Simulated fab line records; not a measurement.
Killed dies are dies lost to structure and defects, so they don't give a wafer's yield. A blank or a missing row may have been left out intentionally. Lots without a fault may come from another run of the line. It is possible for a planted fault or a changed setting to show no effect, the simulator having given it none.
fab line records	flow sky130
record lots=24	wafers=72	lastDay=50
route steps=708 shown SD_N@350 METAL3@534 VIA3@589 METAL4@602 CAP2M@603
lots untouched by any fault: they come from a run of this same line in which no faults occurred
startH: hours from the record's opening day to when the first of the lot's shown wafers began	waitH: hours from the lot's prior step to this one	" unchanged from the row above	L1.1+2: a row that stands for several wafers	- no value present, or no start provided	* or withheld: withheld	< > ~ a bound
route shown NAME@n: a module of which the file shows steps, and the number in the route of the first	usual: mean and standard deviation over wafers with no fault	same: alike in all rows	chamber/n: place in a boat	sites: readings site by site	_std_site: the values' standard deviation	_edge_site: the outer-site mean with the inner-site mean subtracted	radiusMm: for every site, how far away it sits from the centre of the wafer	mask NAME#n: copy n	behind: the most recent tool/chamber to have shaped the wafer	hold: why the lot was held/for how many hours/how that ended	device: the n, p or np transistor that did not switch	end of line: tests run on the same wafers once the route is complete	for a step that has no rows: nothing shown but its recipe	killed: at the first sort, the dies lost to defects and structure; wafer yield is something else	map: the dies of a wafer, with x for killed, . for not killed, _ for no die there
set.NAME: the setting as run; set.NAME@STEP: as run at that earlier step	model.NAME: the simulator's own value behind a step, which no gauge read
steps of the route over a sample of lots; a table a step, a row a wafer
services: a tool's chamber out of use, with start hour (startH, from the record's first day; less than 0 if before it), hours out, and reason
## steps
# step SKY_SD_N_OVL_MEAS_08
# usual SD_N_OVL=-0.8/1.8
lot.wafer	tool	chamber	startH	waitH	SD_N_OVL[nm]
L074.2	overlay-01	-	653.31	0.1	1.5
L074.3	"	-	"	"	1.2
L074.4	"	-	"	"	1.7
L075.1	overlay-01	-	653.41	0.1	-1.3
L075.5	"	-	"	"	-0.3
L075.6	"	-	"	"	-1.8
L076.1	overlay-02	-	667.05	0.1	-3.5
L076.3	"	-	"	"	-4.7
L076.5	"	-	"	"	-1.2
L077.2	overlay-02	-	673.01	0.1	-1.5
L077.4	"	-	"	"	-0.7
L077.5	"	-	"	"	-0.2
L078.1	overlay-02	-	679.80	0.1	-3.6
L078.3	"	-	"	"	-3.5
L078.4	"	-	"	"	-2.2
L079.3	overlay-01	-	683.91	0.1	2.9
L079.4	"	-	"	"	2.3
L079.5	"	-	"	"	-0.7
L080.3	overlay-01	-	707.82	0.1	-2.7
L080.5	"	-	"	"	-3.2
L080.6	"	-	"	"	-2.6
L082.3	overlay-02	-	708.51	0.1	-2.1
L082.5	"	-	"	"	-1.1
L082.6	"	-	"	"	0.1
L081.1	overlay-02	-	710.41	0.1	-2.0
L081.4	"	-	"	"	-2.8
L081.5	"	-	"	"	-2.4
L083.3	overlay-01	-	726.21	0.1	-0.3
L083.4	"	-	"	"	-2.1
L083.6	"	-	"	"	-1.3
L085.2	overlay-01	-	733.31	0.1	-0.5
L085.3	"	-	"	"	-0.7
L085.4	"	-	"	"	0.0
L084.1	overlay-01	-	734.66	0.1	0.3
L084.2	"	-	"	"	-1.4
L084.6	"	-	"	"	1.1
L086.1	overlay-02	-	738.10	0.1	1.0
L086.5	"	-	"	"	0.0
L086.6	"	-	"	"	1.1
L087.1	overlay-02	-	756.80	0.1	-1.9
L087.3	"	-	"	"	-0.6
L087.6	"	-	"	"	-2.3
L088.3	overlay-02	-	758.07	0.1	-0.1
L088.5	"	-	"	"	-2.1
L088.6	"	-	"	"	-3.1
L089.1	overlay-01	-	765.35	0.1	0.6
L089.2	"	-	"	"	-0.6
L089.5	"	-	"	"	1.1
L090.2	overlay-01	-	779.01	0.1	2.8
L090.3	"	-	"	"	-0.5
L090.4	"	-	"	"	0.8
L091.1	overlay-01	-	782.36	0.1	-1.5
L091.3	"	-	"	"	0.1
L091.6	"	-	"	"	-1.6
L092.1	overlay-02	-	790.41	0.1	-2.8
L092.3	"	-	"	"	-3.4
L092.5	"	-	"	"	-3.0
L093.1	overlay-02	-	806.90	0.1	-0.8
L093.5	"	-	"	"	-2.6
L093.6	"	-	"	"	-0.7
L094.2	overlay-02	-	808.21	0.1	1.2
L094.5	"	-	"	"	-1.6
L094.6	"	-	"	"	-0.2
L095.2	overlay-01	-	812.76	0.1	2.8
L095.3	"	-	"	"	0.9
L095.4	"	-	"	"	0.2
L096.3	overlay-02	-	814.62	0.1	-1.9
L096.4	"	-	"	"	-4.0
L096.5	"	-	"	"	-3.9
L097.1	overlay-01	-	834.86	0.1	-2.7
L097.3	"	-	"	"	1.1
L097.5	"	-	"	"	1.0
# step SKY_METAL3_SPUTTER_02
# recipe material=AlCu	targetThkNm=735	powerW=10600	timeS=37.31	chamberPressurePa=0.4
# usual throttleValvePct=30.5/1.4
# same timeS=37.31
lot.wafer	tool	chamber	startH	waitH	throttleValvePct
L074.2	pvdSputter-04	-	856.66	0.0	31.8
L074.3	"	-	"	"	30.1
L074.4	"	-	"	"	27.9
L075.1	pvdSputter-01	-	859.20	0.0	32.4
L075.5	"	-	"	"	29.6
L075.6	"	-	"	"	32.3
L076.1	pvdSputter-04	-	867.27	0.0	30.0
L076.3	"	-	"	"	31.2
L076.5	"	-	"	"	31.7
L077.2	pvdSputter-02	-	874.89	0.0	28.5
L077.4	"	-	"	"	29.3
L077.5	"	-	"	"	30.4
L078.1	pvdSputter-01	-	882.51	0.0	32.3
L078.3	"	-	"	"	29.8
L078.4	"	-	"	"	31.6
L079.3	pvdSputter-01	-	883.84	0.0	29.7
L079.4	"	-	"	"	31.8
L079.5	"	-	"	"	32.2
L080.3	pvdSputter-04	-	906.65	0.0	31.0
L080.5	"	-	"	"	30.4
L080.6	"	-	"	"	31.0
L082.3	pvdSputter-02	-	909.56	0.0	29.7
L082.5	"	-	"	"	30.4
L082.6	"	-	"	"	29.5
L081.1	pvdSputter-01	-	909.69	0.0	29.9
L081.4	"	-	"	"	31.8
L081.5	"	-	"	"	29.9
L083.3	pvdSputter-02	-	922.69	0.0	28.6
L083.4	"	-	"	"	30.3
L083.6	"	-	"	"	30.5
L085.2	pvdSputter-01	-	930.79	0.0	32.2
L085.3	"	-	"	"	30.0
L085.4	"	-	"	"	31.7
L084.1	pvdSputter-01	-	931.79	0.0	31.9
L084.2	"	-	"	"	30.0
L084.6	"	-	"	"	32.0
L086.1	pvdSputter-02	-	935.19	0.0	28.7
L086.5	"	-	"	"	29.3
L086.6	"	-	"	"	30.3
L087.1	pvdSputter-01	-	951.80	0.0	31.7
L087.3	"	-	"	"	32.0
L087.6	"	-	"	"	31.7
L088.3	pvdSputter-02	-	952.72	0.0	30.3
L088.5	"	-	"	"	30.5
L088.6	"	-	"	"	29.7
L089.1	pvdSputter-01	-	959.20	0.0	31.5
L089.2	"	-	"	"	32.1
L089.5	"	-	"	"	32.4
L090.2	pvdSputter-01	-	970.71	0.0	32.0
L090.3	"	-	"	"	29.9
L090.4	"	-	"	"	31.8
L091.1	pvdSputter-02	-	973.76	0.0	30.4
L091.3	"	-	"	"	29.3
L091.6	"	-	"	"	29.4
L092.1	pvdSputter-02	-	980.65	0.0	30.1
L092.3	"	-	"	"	29.7
L092.5	"	-	"	"	28.3
L093.1	pvdSputter-02	-	996.70	0.0	29.7
L093.5	"	-	"	"	30.4
L093.6	"	-	"	"	29.3
L094.2	pvdSputter-02	-	997.96	0.0	28.7
L094.5	"	-	"	"	29.4
L094.6	"	-	"	"	28.5
L095.2	pvdSputter-01	-	1000.26	0.0	32.2
L095.3	"	-	"	"	31.9
L095.4	"	-	"	"	30.0
L096.3	pvdSputter-04	-	1005.69	0.0	31.0
L096.4	"	-	"	"	31.7
L096.5	"	-	"	"	30.2
L097.1	pvdSputter-01	-	1019.94	0.0	31.9
L097.3	"	-	"	"	32.4
L097.5	"	-	"	"	29.9
# step SKY_VIA3_STRIP_16
# recipe chemistry=O2/N2	powerW=1400	pressureMtorr=1500	platenTempC=withheld	o2FlowSccm=3000	n2FlowSccm=300	overashFraction=0.5
# usual drypumpMotorCurrentA=5.8/0.44	oesProductAu=0.403/0.005	stripTimeToEndpointS=4.148/0.03
# same overashFraction=0.5
lot.wafer	tool	chamber	startH	waitH	drypumpMotorCurrentA	oesProductAu	rfHoursCounterH	stripTimeToEndpointS
L074.2	plasmaAsher-02	1	937.93	0.0	6.5	0.407	20	4.179
L074.3	"	0	"	"	6.3	0.402	-	4.219
L074.4	"	1	"	"	6.5	0.406	-	4.190
L075.1	plasmaAsher-04	1	939.59	0.0	5.7	0.403	113	4.176
L075.5	"	1	"	"	5.7	0.401	-	4.180
L075.6	"	0	"	"	5.2	0.404	-	4.203
L076.1	plasmaAsher-04	1	946.93	0.0	5.7	0.413	114	4.154
L076.3	"	1	"	"	5.7	0.398	-	4.129
L076.5	"	0	"	"	5.2	0.409	-	4.173
L077.2	plasmaAsher-01	1	952.98	0.0	6.1	0.405	79	4.160
L077.4	"	0	"	"	5.8	0.401	-	4.191
L077.5	"	1	"	"	6.1	0.405	-	4.166
L078.1	plasmaAsher-04	0	960.43	0.0	5.2	0.399	115	4.113
L078.3	"	0	"	"	5.2	0.401	-	4.125
L078.4	"	1	"	"	5.7	0.397	-	4.118
L079.3	plasmaAsher-02	0	960.82	0.1	6.2	0.401	-	4.131
L079.4	"	1	"	"	6.5	0.394	-	4.132
L079.5	"	0	"	"	6.2	0.405	-	4.131
L080.3	plasmaAsher-04	0	982.88	0.1	5.2	0.413	-	4.206
L080.5	"	1	"	"	5.7	0.397	-	4.153
L080.6	"	0	"	"	5.2	0.410	-	4.165
L082.3	plasmaAsher-01	1	984.38	0.1	6.1	0.406	-	4.120
L082.5	"	1	"	"	6.1	0.399	-	4.111
L082.6	"	0	"	"	5.7	0.392	-	4.116
L081.1	plasmaAsher-02	0	984.70	0.0	6.3	0.410	25	4.178
L081.4	"	0	"	"	6.3	0.401	-	4.129
L081.5	"	0	"	"	6.2	0.410	-	4.166
L083.3	plasmaAsher-02	0	997.46	0.1	6.3	0.397	-	4.119
L083.4	"	1	"	"	6.5	0.403	-	4.105
L083.6	"	1	"	"	6.5	0.401	-	4.106
L085.2	plasmaAsher-04	1	1005.05	0.0	5.7	0.402	119	4.100
L085.3	"	0	"	"	5.2	0.400	-	4.169
L085.4	"	1	"	"	5.7	0.402	-	4.137
L084.1	plasmaAsher-02	0	1006.80	0.0	6.3	0.406	27	4.193
L084.2	"	1	"	"	6.6	0.406	27	4.165
L084.6	"	1	"	"	6.5	0.411	-	4.170
L086.1	plasmaAsher-04	1	1009.28	0.0	5.7	0.402	120	4.126
L086.5	"	1	"	"	5.7	0.404	-	4.137
L086.6	"	0	"	"	5.2	0.403	-	4.108
L087.1	plasmaAsher-04	1	1025.25	0.0	5.7	0.406	121	4.151
L087.3	"	1	"	"	5.7	0.399	-	4.172
L087.6	"	1	"	"	5.7	0.412	-	4.159
L088.3	plasmaAsher-02	1	1026.26	0.1	6.6	0.404	-	4.106
L088.5	"	0	"	"	6.3	0.402	-	4.082
L088.6	"	1	"	"	6.6	0.405	-	4.113
L089.1	plasmaAsher-04	0	1031.78	0.0	5.2	0.404	122	4.142
L089.2	"	1	"	"	5.7	0.400	122	4.143
L089.5	"	1	"	"	5.7	0.399	-	4.152
L090.2	plasmaAsher-04	0	1042.40	0.0	5.2	0.406	123	4.134
L090.3	"	1	"	"	5.7	0.399	-	4.143
L090.4	"	0	"	"	5.2	0.407	-	4.133
L091.1	plasmaAsher-01	0	1044.74	0.0	5.7	0.402	88	4.126
L091.3	"	0	"	"	5.7	0.403	-	4.154
L091.6	"	1	"	"	6.1	0.396	-	4.138
L092.1	plasmaAsher-04	1	1052.80	0.0	5.7	0.403	124	4.206
L092.3	"	0	"	"	5.2	0.404	-	4.141
L092.5	"	1	"	"	5.7	0.401	-	4.126
L093.1	plasmaAsher-01	0	1066.38	0.0	5.7	0.404	90	4.138
L093.5	"	1	"	"	6.1	0.398	-	4.164
L093.6	"	0	"	"	5.7	0.397	-	4.138
L094.2	plasmaAsher-04	0	1067.38	0.0	5.2	0.397	0	4.122
L094.5	"	0	"	"	5.2	0.404	-	4.116
L094.6	"	1	"	"	5.7	0.410	-	4.148
L095.2	plasmaAsher-01	1	1069.45	0.0	6.1	0.413	90	4.096
L095.3	"	1	"	"	6.1	0.404	-	4.158
L095.4	"	0	"	"	5.7	0.400	-	4.111
L096.3	plasmaAsher-01	0	1074.98	0.1	5.7	0.408	-	4.215
L096.4	"	1	"	"	6.1	0.409	-	4.210
L096.5	"	0	"	"	5.7	0.400	-	4.238
L097.1	plasmaAsher-02	1	1087.55	0.0	6.5	0.395	36	4.168
L097.3	"	0	"	"	6.3	0.402	-	4.172
L097.5	"	1	"	"	6.5	0.401	-	4.129
# step SKY_METAL4_SPUTTER_04
# recipe material=TiN	targetThkNm=70	powerW=6500	timeS=58.3	chamberPressurePa=0.4
# usual throttleValvePct=30.1/1.4
# same timeS=58.3
lot.wafer	tool	chamber	startH	waitH	throttleValvePct
L074.2	pvdSputter-04	-	939.29	0.0	27.9
L074.3	"	-	"	"	31.7
L074.4	"	-	"	"	30.3
L075.1	pvdSputter-04	-	940.99	0.0	31.0
L075.5	"	-	"	"	30.2
L075.6	"	-	"	"	31.1
L076.1	pvdSputter-04	-	948.69	0.0	28.2
L076.3	"	-	"	"	31.6
L076.5	"	-	"	"	27.9
L077.2	pvdSputter-01	-	954.38	0.0	31.7
L077.4	"	-	"	"	32.3
L077.5	"	-	"	"	32.1
L078.1	pvdSputter-04	-	961.79	0.0	27.8
L078.3	"	-	"	"	31.0
L078.4	"	-	"	"	30.1
L079.3	pvdSputter-03	-	962.16	0.0	30.0
L079.4	"	-	"	"	28.8
L079.5	"	-	"	"	28.4
L080.3	pvdSputter-04	-	984.27	0.0	31.0
L080.5	"	-	"	"	31.1
L080.6	"	-	"	"	27.7
L082.3	pvdSputter-04	-	985.88	0.0	30.6
L082.5	"	-	"	"	30.4
L082.6	"	-	"	"	31.0
L081.1	pvdSputter-03	-	986.18	0.0	29.6
L081.4	"	-	"	"	30.0
L081.5	"	-	"	"	29.4
L083.3	pvdSputter-03	-	998.80	0.0	28.7
L083.4	"	-	"	"	30.2
L083.6	"	-	"	"	29.3
L085.2	pvdSputter-04	-	1006.41	0.0	27.8
L085.3	"	-	"	"	30.2
L085.4	"	-	"	"	31.3
L084.1	pvdSputter-03	-	1008.19	0.0	30.1
L084.2	"	-	"	"	28.9
L084.6	"	-	"	"	28.8
L086.1	pvdSputter-03	-	1010.64	0.0	29.0
L086.5	"	-	"	"	30.0
L086.6	"	-	"	"	29.7
L087.1	pvdSputter-01	-	1026.61	0.0	32.0
L087.3	"	-	"	"	31.9
L087.6	"	-	"	"	29.8
L088.3	pvdSputter-01	-	1027.59	0.0	32.1
L088.5	"	-	"	"	29.9
L088.6	"	-	"	"	32.5
L089.1	pvdSputter-03	-	1033.17	0.0	30.1
L089.2	"	-	"	"	29.6
L089.5	"	-	"	"	28.6
L090.2	pvdSputter-03	-	1043.76	0.0	29.7
L090.3	"	-	"	"	29.8
L090.4	"	-	"	"	28.9
L091.1	pvdSputter-04	-	1046.10	0.0	30.0
L091.3	"	-	"	"	31.0
L091.6	"	-	"	"	27.8
L092.1	pvdSputter-04	-	1054.20	0.0	30.3
L092.3	"	-	"	"	31.7
L092.5	"	-	"	"	30.3
L093.1	pvdSputter-04	-	1067.78	0.0	31.5
L093.5	"	-	"	"	31.5
L093.6	"	-	"	"	27.8
L094.2	pvdSputter-01	-	1068.78	0.0	32.3
L094.5	"	-	"	"	32.0
L094.6	"	-	"	"	30.1
L095.2	pvdSputter-04	-	1070.85	0.0	30.3
L095.3	"	-	"	"	31.7
L095.4	"	-	"	"	31.2
L096.3	pvdSputter-04	-	1076.31	0.0	31.8
L096.4	"	-	"	"	31.0
L096.5	"	-	"	"	30.2
L097.1	pvdSputter-04	-	1089.11	0.0	31.3
L097.3	"	-	"	"	27.6
L097.5	"	-	"	"	30.9
# step SKY_CAP2M_CVD_00
# recipe material=SiO2	targetThkNm=15.5	tempC=400	timeS=withheld	rfW=450
# usual heaterPowerW=710/85
lot.wafer	tool	chamber	startH	waitH	heaterPowerW
L074.2	pecvd-02	0	939.34	0.0	658
L074.3	"	2	"	"	648
L074.4	"	0	"	"	648
L075.1	pecvd-01	1	941.04	0.0	766
L075.5	"	1	"	"	770
L075.6	"	2	"	"	731
L076.1	pecvd-03	0	948.74	0.0	811
L076.3	"	1	"	"	753
L076.5	"	0	"	"	814
L077.2	pecvd-01	2	954.43	0.0	804
L077.4	"	1	"	"	740
L077.5	"	2	"	"	807
L078.1	pecvd-03	2	961.84	0.0	579
L078.3	"	0	"	"	782
L078.4	"	1	"	"	796
L079.3	pecvd-02	0	962.21	0.0	631
L079.4	"	1	"	"	562
L079.5	"	2	"	"	644
L080.3	pecvd-02	0	984.32	0.0	632
L080.5	"	0	"	"	625
L080.6	"	1	"	"	567
L082.3	pecvd-03	1	985.93	0.0	778
L082.5	"	1	"	"	762
L082.6	"	0	"	"	798
L081.1	pecvd-01	1	986.23	0.0	790
L081.4	"	2	"	"	695
L081.5	"	0	"	"	853
L083.3	pecvd-01	0	998.85	0.0	781
L083.4	"	2	"	"	757
L083.6	"	0	"	"	776
L085.2	pecvd-01	0	1006.46	0.0	741
L085.3	"	1	"	"	722
L085.4	"	2	"	"	777
L084.1	pecvd-03	0	1008.24	0.0	779
L084.2	"	2	"	"	608
L084.6	"	0	"	"	796
L086.1	pecvd-02	2	1010.69	0.0	632
L086.5	"	0	"	"	581
L086.6	"	1	"	"	543
L087.1	pecvd-01	0	1026.66	0.0	712
L087.3	"	1	"	"	764
L087.6	"	2	"	"	761
L088.3	pecvd-02	2	1027.64	0.0	543
L088.5	"	0	"	"	617
L088.6	"	2	"	"	547
L089.1	pecvd-01	2	1033.22	0.0	735
L089.2	"	1	"	"	776
L089.5	"	2	"	"	731
L090.2	pecvd-03	0	1043.81	0.0	854
L090.3	"	1	"	"	729
L090.4	"	1	"	"	741
L091.1	pecvd-01	0	1046.15	0.0	786
L091.3	"	1	"	"	749
L091.6	"	0	"	"	795
L092.1	pecvd-03	2	1054.25	0.0	633
L092.3	"	0	"	"	818
L092.5	"	2	"	"	649
L093.1	pecvd-03	1	1067.83	0.0	751
L093.5	"	1	"	"	772
L093.6	"	0	"	"	815
L094.2	pecvd-01	2	1068.83	0.0	757
L094.5	"	2	"	"	781
L094.6	"	0	"	"	774
L095.2	pecvd-02	0	1070.90	0.0	667
L095.3	"	1	"	"	552
L095.4	"	0	"	"	646
L096.3	pecvd-03	2	1076.37	0.0	624
L096.4	"	1	"	"	795
L096.5	"	1	"	"	784
L097.1	pecvd-03	2	1089.21	0.0	649
L097.3	"	0	"	"	788
L097.5	"	2	"	"	649
# step SKY_METAL4_CD_MEAS_13
# recipe targetCdNm=300
# usual cdNm=299.7/1.4
lot.wafer	tool	chamber	startH	waitH	cdNm
L074.2	cdSem-02	-	987.81	-	298.5
L074.3	"	-	"	"	300.0
L074.4	"	-	"	"	298.3
L075.1	cdSem-02	-	990.03	-	297.4
L075.5	"	-	"	"	298.8
L075.6	"	-	"	"	298.7
L076.1	cdSem-02	-	996.73	-	299.9
L076.3	"	-	"	"	301.7
L076.5	"	-	"	"	301.7
L077.2	cdSem-01	-	1003.65	-	301.4
L077.4	"	-	"	"	298.9
L077.5	"	-	"	"	299.7
L078.1	cdSem-02	-	1009.23	-	300.2
L078.3	"	-	"	"	299.6
L078.4	"	-	"	"	299.6
L079.3	cdSem-01	-	1009.62	-	299.5
L079.4	"	-	"	"	297.9
L079.5	"	-	"	"	299.6
L080.3	cdSem-01	-	1031.52	-	300.7
L080.5	"	-	"	"	299.5
L080.6	"	-	"	"	299.8
L082.3	cdSem-01	-	1033.33	-	298.7
L082.5	"	-	"	"	297.0
L082.6	"	-	"	"	297.9
L081.1	cdSem-02	-	1034.08	-	302.0
L081.4	"	-	"	"	301.9
L081.5	"	-	"	"	303.0
L083.3	cdSem-02	-	1045.77	-	300.7
L083.4	"	-	"	"	299.8
L083.6	"	-	"	"	299.8
L085.2	cdSem-01	-	1052.00	-	302.2
L085.3	"	-	"	"	301.9
L085.4	"	-	"	"	303.2
L084.1	cdSem-02	-	1053.53	-	298.6
L084.2	"	-	"	"	299.7
L084.6	"	-	"	"	299.1
L086.1	cdSem-01	-	1056.54	-	299.9
L086.5	"	-	"	"	297.7
L086.6	"	-	"	"	297.7
L087.1	cdSem-01	-	1071.74	-	298.2
L087.3	"	-	"	"	298.1
L087.6	"	-	"	"	298.5
L088.3	cdSem-02	-	1072.02	-	301.5
L088.5	"	-	"	"	300.1
L088.6	"	-	"	"	301.7
L089.1	cdSem-01	-	1077.98	-	301.4
L089.2	"	-	"	"	302.9
L089.5	"	-	"	"	299.7
L090.2	cdSem-02	-	1087.37	-	300.8
L090.3	"	-	"	"	300.5
L090.4	"	-	"	"	299.4
L091.1	cdSem-02	-	1089.69	-	298.8
L091.3	"	-	"	"	299.4
L091.6	"	-	"	"	299.1
L092.1	cdSem-02	-	1096.33	-	299.2
L092.3	"	-	"	"	299.9
L092.5	"	-	"	"	300.3
L093.1	cdSem-01	-	1110.23	-	297.4
L093.5	"	-	"	"	298.8
L093.6	"	-	"	"	299.0
L094.2	cdSem-01	-	1111.46	-	300.1
L094.5	"	-	"	"	301.1
L094.6	"	-	"	"	300.1
L095.2	cdSem-02	-	1112.96	-	298.8
L095.3	"	-	"	"	299.9
L095.4	"	-	"	"	298.7
L096.3	cdSem-02	-	1116.83	-	299.7
L096.4	"	-	"	"	301.0
L096.5	"	-	"	"	299.4
L097.1	cdSem-01	-	1129.89	-	299.4
L097.3	"	-	"	"	299.2
L097.5	"	-	"	"	299.4
## services
tool	chamber	startH	hours	kind
plasmaAsher-04	-	838.84	1.2	repair
pvdSputter-03	-	860.00	0.5	repair
pecvd-03	-	867.27	0.8	pm
pvdSputter-01	-	874.15	2.3	repair
pecvd-03	-	886.10	3.3	repair
plasmaAsher-01	-	901.95	2.3	repair
pecvd-02	0	904.39	4.4	repair
pvdSputter-04	0	915.95	-	consumableReplace:kit
pvdSputter-04	0	915.95	18.0	scheduledDown
pecvd-03	-	949.84	4.3	pm
pvdSputter-03	-	997.14	1.0	repair
pecvd-01	-	1001.91	0.5	repair
pvdSputter-01	-	1003.49	7.4	repair
pvdSputter-01	-	1011.39	7.3	repair
pvdSputter-02	-	1043.98	5.8	repair
plasmaAsher-01	-	1054.37	3.6	repair
plasmaAsher-04	-	1055.34	9.0	pm
pecvd-01	-	1072.71	0.8	repair
pvdSputter-02	-	1073.47	2.4	repair
pecvd-03	0	1074.40	4.8	repair
pvdSputter-02	-	1079.52	3.3	repair
plasmaAsher-04	-	1082.18	1.8	repair
pvdSputter-02	-	1083.30	1.7	repair
plasmaAsher-04	-	1084.24	11.4	repair
## key
fault none
